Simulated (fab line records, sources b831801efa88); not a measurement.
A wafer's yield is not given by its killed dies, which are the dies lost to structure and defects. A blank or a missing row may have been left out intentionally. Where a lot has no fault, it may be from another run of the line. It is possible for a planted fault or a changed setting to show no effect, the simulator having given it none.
Chamber matching / flow sky130 / SKY_VIA1_ETCH_15 on rie_diel-03 has 4 sister chambers
The step etches SiO2 in C4F8/O2/Ar, stops on TiN, target depth 351 nm, time 54 s. 20 wafers are shown with their chamber, then 10 later ones without.

## EACH WAFER AND ITS CHAMBER
wafer=L075.1; chamber=0; oes_product_au (a.u.)=0.983
wafer=L075.5; chamber=1; oes_product_au (a.u.)=0.988
wafer=L075.6; chamber=2; oes_product_au (a.u.)=0.980
wafer=L077.1; chamber=1; oes_product_au (a.u.)=0.978
wafer=L077.2; chamber=2; oes_product_au (a.u.)=0.988
wafer=L077.3; chamber=3; oes_product_au (a.u.)=0.976
wafer=L077.4; chamber=1; oes_product_au (a.u.)=0.988
wafer=L077.5; chamber=2; oes_product_au (a.u.)=0.982
wafer=L077.6; chamber=3; oes_product_au (a.u.)=0.976
wafer=L082.3; chamber=3; oes_product_au (a.u.)=0.993
wafer=L082.5; chamber=1; oes_product_au (a.u.)=0.988
wafer=L082.6; chamber=2; oes_product_au (a.u.)=0.997
wafer=L083.2; chamber=1; oes_product_au (a.u.)=0.979
wafer=L083.5; chamber=0; oes_product_au (a.u.)=0.980
wafer=L083.6; chamber=3; oes_product_au (a.u.)=0.980
wafer=L088.1; chamber=1; oes_product_au (a.u.)=0.981
wafer=L088.2; chamber=0; oes_product_au (a.u.)=0.984
wafer=L088.4; chamber=3; oes_product_au (a.u.)=0.987
wafer=L091.1; chamber=1; oes_product_au (a.u.)=0.979
wafer=L091.2; chamber=2; oes_product_au (a.u.)=0.973

SIGNATURES (means of the wafers above)
reading=oes_product_au; chamber 0=0.98233; chamber 1=0.98300; chamber 2=0.98400; chamber 3=0.98240; scatter within a chamber=0.00658
Rule: for a wafer and a chamber, the distance is found by dividing, reading by reading, the gap between the wafer's reading and the chamber's mean by the reading's scatter, squaring, summing and taking the root. If the next closest chamber is less than 2 further off than the closest, the wafer can't be placed; otherwise it belongs to the closest. The scatter: the root of (the sum of the squares of (reading less its chamber's mean) over the shown wafers, divided by (wafers less chambers)).

## WAFERS WITH NO CHAMBER GIVEN
wafer=L091.3; oes_product_au (a.u.)=0.982
wafer=L091.4; oes_product_au (a.u.)=0.975
wafer=L091.5; oes_product_au (a.u.)=0.983
wafer=L091.6; oes_product_au (a.u.)=0.996
wafer=L093.1; oes_product_au (a.u.)=0.992
wafer=L093.5; oes_product_au (a.u.)=0.994
wafer=L093.6; oes_product_au (a.u.)=0.993
wafer=L097.1; oes_product_au (a.u.)=0.980
wafer=L097.5; oes_product_au (a.u.)=0.983
wafer=L097.6; oes_product_au (a.u.)=0.986

## WHICH CHAMBER EACH ONE RAN IN
wafer=L091.3; from the rows above=can't be placed: 0 or 3 or 1 or 2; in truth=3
wafer=L091.4; from the rows above=can't be placed: 0 or 3 or 1 or 2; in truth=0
wafer=L091.5; from the rows above=can't be placed: 1 or 3 or 0 or 2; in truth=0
wafer=L091.6; from the rows above=can't be placed: 2 or 1 or 3 or 0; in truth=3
wafer=L093.1; from the rows above=can't be placed: 2 or 1 or 3 or 0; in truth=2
wafer=L093.5; from the rows above=can't be placed: 2 or 1 or 3 or 0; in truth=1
wafer=L093.6; from the rows above=can't be placed: 2 or 1 or 3 or 0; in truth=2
wafer=L097.1; from the rows above=can't be placed: 0 or 3 or 1 or 2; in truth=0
wafer=L097.5; from the rows above=can't be placed: 1 or 3 or 0 or 2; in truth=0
wafer=L097.6; from the rows above=can't be placed: 2 or 1 or 3 or 0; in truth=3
0 of 10 placed correctly. Can't be placed from these rows: 10 (the true chamber is among the candidates in 10). Number placed wrongly: 0.
